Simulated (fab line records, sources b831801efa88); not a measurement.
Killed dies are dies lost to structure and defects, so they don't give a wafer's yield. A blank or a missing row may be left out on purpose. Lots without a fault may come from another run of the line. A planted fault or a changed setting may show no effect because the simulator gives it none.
Chamber matching | flow sky130 | SKY_LI_CONTACT_CMP_02 on cmp-01: 4 sister chambers
The step polishes PSG. 4 wafers are shown with their chamber, then 7 later ones without.

WAFERS WITH THEIR CHAMBER
wafer  | chamber | time_to_endpoint_s (s)
L481.1 | 1       | 32.4
L481.5 | 0       | 34.3
L485.1 | 2       | 30.4
L485.3 | 3       | 33.2

WAFERS WITHOUT THEIR CHAMBER
wafer  | time_to_endpoint_s (s)
L485.4 | 37.7
L486.3 | 35.2
L486.4 | 29.7
L486.5 | 30.9
L488.1 | 32.2
L488.3 | 30.1
L488.4 | 32.0

WHICH CHAMBER EACH WENT THROUGH
wafer  | from the rows above               | in truth
L485.4 | can't be placed: 0 or 3 or 1      | 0
L486.3 | can't be placed: 0 or 3 or 1      | 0
L486.4 | can't be placed: 2 or 1           | 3
L486.5 | can't be placed: 2 or 1 or 3      | 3
L488.1 | can't be placed: 1 or 3 or 2 or 0 | 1
L488.3 | can't be placed: 2 or 1           | 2
L488.4 | can't be placed: 1 or 3 or 2 or 0 | 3
Placed correctly: 0 of 7. Can't be placed from these rows: 7 (the true chamber is among the candidates in 6). Placed wrongly: 0.
How it was worked out, from the rows above alone: a wafer's distance from a chamber is the root of the sum, over the readings, of the square of ((its reading less the chamber's mean) divided by the reading's scatter). The wafer belongs to the nearest chamber; if the next one is less than 2 further off, it can't be placed. A chamber's mean is the mean of its shown wafers. The scatter: with one shown wafer a chamber, the root of the mean of the squares of how far each hidden wafer lies from its nearest shown one.
